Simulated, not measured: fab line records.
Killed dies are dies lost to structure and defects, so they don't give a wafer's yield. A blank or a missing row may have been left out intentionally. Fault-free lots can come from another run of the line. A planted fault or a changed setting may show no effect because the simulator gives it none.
Which tool is to blame? + flow sfq-line + 13 lots, 39 wafers sampled, at 7 steps of a route of 325

## WHAT EACH GAUGE READ, for each wafer
SFQ_I3_BOW_MEAS_922. Usual: I3_BOW 4 um, standard deviation 9.
| lot  | measured     | on            | I3_BOW (um)   | flag |
|------|--------------|---------------|---------------|------|
| L436 | day 38 09:56 | film-metro-01 | -3 -7 3       |      |
| L437 | day 38 20:32 | film-metro-01 | -5 -5 -6      |      |
| L440 | day 44 23:04 | film-metro-02 | 20 8 19 - - - |      |
| L443 | day 45 14:04 | film-metro-04 | 4 8 7         |      |
| L449 | day 47 00:04 | film-metro-02 | -4 10 0       |      |
| L452 | day 47 12:04 | film-metro-04 | 24 18 9       |      |
| L453 | day 48 00:04 | film-metro-02 | 8 13 7        |      |
| L454 | day 51 15:29 | film-metro-02 | -10 9 -1      |      |
| L455 | day 52 02:07 | film-metro-02 | 6 -7 6        |      |
| L456 | day 52 09:17 | film-metro-01 | 17 13 19      |      |
| L457 | day 52 16:31 | film-metro-01 | 4 14 15       |      |
| L458 | day 53 00:17 | film-metro-02 | 13 7 1        |      |
| L459 | day 53 03:17 | film-metro-04 | 10 0 -3       |      |

SFQ_M8_BOW_MEAS_951. Usual: M8_BOW 9 um, standard deviation 11.
| lot  | measured     | on            | M8_BOW (um) | flag |
|------|--------------|---------------|-------------|------|
| L436 | day 76 15:52 | film-metro-01 | -2 -4 5     |      |
| L437 | day 76 21:52 | film-metro-01 | 1 1 1       |      |
| L440 | day 78 12:01 | film-metro-04 | 26 13 26    |      |
| L443 | day 80 23:08 | film-metro-03 | -3 2 -1     |      |
| L449 | day 83 08:45 | film-metro-01 | 6 21 10     |      |
| L452 | day 83 12:21 | film-metro-01 | 36 31 21    |      |
| L453 | day 88 06:49 | film-metro-03 | 10 16 10    |      |
| L454 | day 88 14:29 | film-metro-03 | -8 10 0     |      |
| L455 | day 88 17:05 | film-metro-01 | 21 7 20     |      |
| L456 | day 89 14:49 | film-metro-04 | 17 14 21    |      |
| L457 | day 89 21:58 | film-metro-04 | 0 11 10     |      |
| L458 | day 90 02:55 | film-metro-04 | 29 21 16    |      |
| L459 | day 93 11:20 | film-metro-03 | 15 7 4      |      |

## TOOL THAT RAN EACH LOT (tool first, then ch and the chambers of the sampled wafers, then the start)
| lot  | SFQ_TRILAYER_I2_CMP_CMP_064   | SFQ_TRILAYER_I3_CMP_CMP_082   | SFQ_TRILAYER_I3_METRO_MEASURE_083 | SFQ_TRILAYER_I3_VIA_ETCH_VIA_ETCH_088 | SFQ_TRILAYER_I7_DEP_PECVD_183   |
|------|-------------------------------|-------------------------------|-----------------------------------|---------------------------------------|---------------------------------|
| L436 | cmp-01 ch 0,2,3, day 35 22:26 | cmp-01 ch 0,1,2, day 38 06:56 | film-metro-01, day 38 10:03       | rie-diel-02 ch 0,1,3, day 43 22:09    | pecvd-04 ch 0,2, day 71 14:05   |
| L437 | cmp-01 ch 0,1,3, day 37 01:56 | cmp-02 ch 1,2,3, day 38 18:32 | film-metro-01, day 38 20:39       | rie-diel-03 ch 0,1,2, day 43 23:21    | pecvd-04 ch 0,1, day 71 19:52   |
| L440 | cmp-01 ch 0,1,2, day 38 16:56 | cmp-01 ch 0,1,3, day 44 21:01 | film-metro-02, day 45 03:47       | rie-diel-03 ch 0,2, day 49 10:20      | pecvd-01 ch 0,2, day 73 03:04   |
| L443 | cmp-02 ch 1,2, day 39 08:32   | cmp-02 ch 0,2,3, day 45 11:04 | film-metro-04, day 45 14:11       | rie-diel-04 ch 0,1,3, day 49 23:32    | pecvd-01 ch 1,2, day 76 02:33   |
| L449 | cmp-01 ch 0,3, day 40 08:48   | cmp-02 ch 0,2,3, day 46 21:34 | film-metro-02, day 47 00:11       | rie-diel-02 ch 0,1, day 51 06:17      | pecvd-03 ch 0,1, day 82 07:46   |
| L452 | cmp-01 ch 0,1,2, day 40 17:48 | cmp-02 ch 1,2, day 47 09:04   | film-metro-04, day 47 12:11       | rie-diel-02 ch 2,3, day 52 04:06      | pecvd-03 ch 1,2, day 82 20:10   |
| L453 | cmp-01 ch 0,1,2, day 40 21:18 | cmp-02 ch 1,2,3, day 47 21:04 | film-metro-02, day 48 00:11       | rie-diel-02 ch 1,2, day 52 16:40      | pecvd-01 ch 1,2, day 87 04:11   |
| L454 | cmp-01 ch 1,2,3, day 41 12:58 | cmp-02 ch 0,3, day 51 12:29   | film-metro-02, day 51 15:37       | rie-diel-02 ch 0,2,3, day 56 07:36    | pecvd-04 ch 0,2, day 88 01:47   |
| L455 | cmp-01 ch 0,1,2, day 42 07:06 | cmp-02 ch 0,1,2, day 52 00:05 | film-metro-02, day 52 02:25       | rie-diel-02 ch 0,2,3, day 56 18:24    | pecvd-03 ch 0,1,2, day 88 05:31 |
| L456 | cmp-02 ch 0,3, day 42 10:54   | cmp-01 ch 1,2,3, day 52 06:47 | film-metro-01, day 52 09:25       | rie-diel-02 ch 2,3, day 57 04:00      | pecvd-01 ch 0,2, day 89 01:55   |
| L457 | cmp-02 ch 1,3, day 42 17:26   | cmp-01 ch 1,2, day 52 13:59   | film-metro-01, day 52 16:49       | rie-diel-02 ch 1,3, day 57 12:31      | pecvd-04 ch 0,1, day 89 09:10   |
| L458 | cmp-02 ch 1,2, day 43 00:08   | cmp-02 ch 0,2,3, day 52 22:47 | film-metro-02, day 53 00:25       | rie-diel-02 ch 2,3, day 57 19:51      | pecvd-03 ch 0,2, day 89 15:10   |
| L459 | cmp-01 ch 0,3, day 43 07:48   | cmp-02 ch 1,2, day 53 00:47   | film-metro-04, day 53 03:25       | rie-diel-03 ch 0,2,3, day 57 22:15    | pecvd-01 ch 0,1,2, day 90 06:19 |
- SFQ_TRILAYER_I2_CMP_CMP_064: polishes SiO2.
- SFQ_TRILAYER_I3_CMP_CMP_082: polishes SiO2.
- SFQ_TRILAYER_I3_METRO_MEASURE_083
- SFQ_TRILAYER_I3_VIA_ETCH_VIA_ETCH_088: etches SiO2 in CHF3, stops on Nb, target depth 260 nm.
- SFQ_TRILAYER_I7_DEP_PECVD_183: deposits SiO2 from SiH4/N2O, time 111.11 s, target thk 500 nm.

## WHAT THE TOOLS THEMSELVES READ (means of the sampled wafers that have a number; where no wafer has one, the mark that the record gives instead)
SFQ_TRILAYER_I2_CMP_CMP_064. Usual: motor-current-A 9.8 A, standard deviation 0.93; slurry-flow-ml-min 150.0, standard deviation 0.46; time-to-endpoint-s 209 s, standard deviation 9.6.
| lot  | tool   | motor-current-A (A) | slurry-flow-ml-min | time-to-endpoint-s (s) | flag |
|------|--------|---------------------|--------------------|------------------------|------|
| L436 | cmp-01 | 9.8                 | 149.9              | 207                    |      |
| L437 | cmp-01 | 9.7                 | 149.8              | 214                    |      |
| L440 | cmp-01 | 9.5                 | 150.1              | 200                    |      |
| L443 | cmp-02 | 8.9                 | 149.7              | 229                    |      |
| L449 | cmp-01 | 9.2                 | 150.1              | 203                    |      |
| L452 | cmp-01 | 9.7                 | 149.8              | 207                    |      |
| L453 | cmp-01 | 9.9                 | 149.4              | 199                    |      |
| L454 | cmp-01 | 10.4                | 150.1              | 196                    |      |
| L455 | cmp-01 | 9.7                 | 149.5              | 211                    |      |
| L456 | cmp-02 | 9.8                 | 149.8              | 205                    |      |
| L457 | cmp-02 | 9.0                 | 150.6              | 225                    |      |
| L458 | cmp-02 | 9.2                 | 149.6              | 218                    |      |
| L459 | cmp-01 | 9.5                 | 150.3              | 213                    |      |

SFQ_TRILAYER_I3_CMP_CMP_082. Usual: motor-current-A 9.9 A, standard deviation 0.94; slurry-flow-ml-min 149.9, standard deviation 0.45; time-to-endpoint-s 216 s, standard deviation 7.9.
| lot  | tool   | motor-current-A (A) | slurry-flow-ml-min | time-to-endpoint-s (s) | flag |
|------|--------|---------------------|--------------------|------------------------|------|
| L436 | cmp-01 | 9.5                 | 149.7              | 212                    |      |
| L437 | cmp-02 | 9.6                 | 150.2              | 213                    |      |
| L440 | cmp-01 | 9.9                 | 150.2              | 207                    |      |
| L443 | cmp-02 | 10.4                | 150.0              | 214                    |      |
| L449 | cmp-02 | 10.1                | 150.2              | 208                    |      |
| L452 | cmp-02 | 9.8                 | 150.0              | 217                    |      |
| L453 | cmp-02 | 9.5                 | 150.2              | 220                    |      |
| L454 | cmp-02 | 9.7                 | 150.2              | 211                    |      |
| L455 | cmp-02 | 9.5                 | 150.2              | 220                    |      |
| L456 | cmp-01 | 10.6                | 149.4              | 217                    |      |
| L457 | cmp-01 | 10.2                | 150.3              | 212                    |      |
| L458 | cmp-02 | 10.4                | 149.9              | 211                    |      |
| L459 | cmp-02 | 9.6                 | 150.3              | 215                    |      |

SFQ_TRILAYER_I3_METRO_MEASURE_083. Usual: thk-nm reads 199.8 nm (standard deviation 1.3).
| lot  | tool          | thk-nm (nm) | flag |
|------|---------------|-------------|------|
| L436 | film-metro-01 | 198.9       |      |
| L437 | film-metro-01 | 199.6       |      |
| L440 | film-metro-02 | 217.8       | OFF  |
| L443 | film-metro-04 | 200.3       |      |
| L449 | film-metro-02 | 199.7       |      |
| L452 | film-metro-04 | 201.1       |      |
| L453 | film-metro-02 | 201.2       |      |
| L454 | film-metro-02 | 200.1       |      |
| L455 | film-metro-02 | 200.1       |      |
| L456 | film-metro-01 | 198.7       |      |
| L457 | film-metro-01 | 198.9       |      |
| L458 | film-metro-02 | 200.0       |      |
| L459 | film-metro-04 | 199.2       |      |

SFQ_TRILAYER_I3_VIA_ETCH_VIA_ETCH_088. Usual: drypump-motor-current-A 6.0 A, standard deviation 0.52; oes-product-au 0.854 a.u., standard deviation 0.0053.
| lot  | tool        | drypump-motor-current-A (A) | oes-product-au (a.u.) | flag |
|------|-------------|-----------------------------|-----------------------|------|
| L436 | rie-diel-02 | 5.8                         | 0.850                 |      |
| L437 | rie-diel-03 | 6.1                         | 0.851                 |      |
| L440 | rie-diel-03 | 5.9                         | 0.899                 | OFF  |
| L443 | rie-diel-04 | 5.8                         | 0.855                 |      |
| L449 | rie-diel-02 | 5.7                         | 0.853                 |      |
| L452 | rie-diel-02 | 6.3                         | 0.855                 |      |
| L453 | rie-diel-02 | 5.5                         | 0.857                 |      |
| L454 | rie-diel-02 | 6.3                         | 0.853                 |      |
| L455 | rie-diel-02 | 6.2                         | 0.853                 |      |
| L456 | rie-diel-02 | 6.3                         | 0.853                 |      |
| L457 | rie-diel-02 | 5.9                         | 0.851                 |      |
| L458 | rie-diel-02 | 6.3                         | 0.857                 |      |
| L459 | rie-diel-03 | 6.1                         | 0.852                 |      |

SFQ_TRILAYER_I7_DEP_PECVD_183. Usual: chamber-pressure-Torr 2.400 Torr, standard deviation 0.0051; heater-power-w 79 W, standard deviation 8.3; throttle-valve-pct 24.1 %, standard deviation 1.5.
| lot  | tool     | chamber-pressure-Torr (Torr) | heater-power-w (W) | throttle-valve-pct (%) | flag |
|------|----------|------------------------------|--------------------|------------------------|------|
| L436 | pecvd-04 | 2.396                        | 76                 | 24.3                   |      |
| L437 | pecvd-04 | 2.401                        | 78                 | 25.7                   |      |
| L440 | pecvd-01 | 2.397                        | 83                 | 23.7                   |      |
| L443 | pecvd-01 | 2.400                        | 69                 | 24.1                   |      |
| L449 | pecvd-03 | 2.404                        | 83                 | 22.2                   |      |
| L452 | pecvd-03 | 2.406                        | 89                 | 23.6                   |      |
| L453 | pecvd-01 | 2.397                        | 74                 | 24.9                   |      |
| L454 | pecvd-04 | 2.400                        | 71                 | 22.1                   |      |
| L455 | pecvd-03 | 2.401                        | 85                 | 23.5                   |      |
| L456 | pecvd-01 | 2.401                        | 78                 | 25.1                   |      |
| L457 | pecvd-04 | 2.396                        | 85                 | 23.2                   |      |
| L458 | pecvd-03 | 2.404                        | 88                 | 24.3                   |      |
| L459 | pecvd-01 | 2.397                        | 81                 | 25.2                   |      |

## THE ANSWER, worked out from the rows above alone
Rule: take the mean of a lot's wafers that have a number; if it is more than 3 standard deviations from the usual mean, the lot is off. Also off: a lot with no number at a reading for which 4 or more lots have one. All remaining lots with rows at the step are treated as sound. First the gauges in route order, then the tools' own readings, where a lot's mean is used as printed above. The first step at which some lot is off is used, and at that step the reading that is off furthest; a lot without a number counts as furthest.
Off at SFQ_TRILAYER_I3_METRO_MEASURE_083 (thk-nm): L440.
A tool fits if, at that step or a process step before it, it ran every lot that is off, and no sound lot after the first of them. Not one of the candidates tried fits.

## WHAT WAS PUT IN BY THE SIMULATOR
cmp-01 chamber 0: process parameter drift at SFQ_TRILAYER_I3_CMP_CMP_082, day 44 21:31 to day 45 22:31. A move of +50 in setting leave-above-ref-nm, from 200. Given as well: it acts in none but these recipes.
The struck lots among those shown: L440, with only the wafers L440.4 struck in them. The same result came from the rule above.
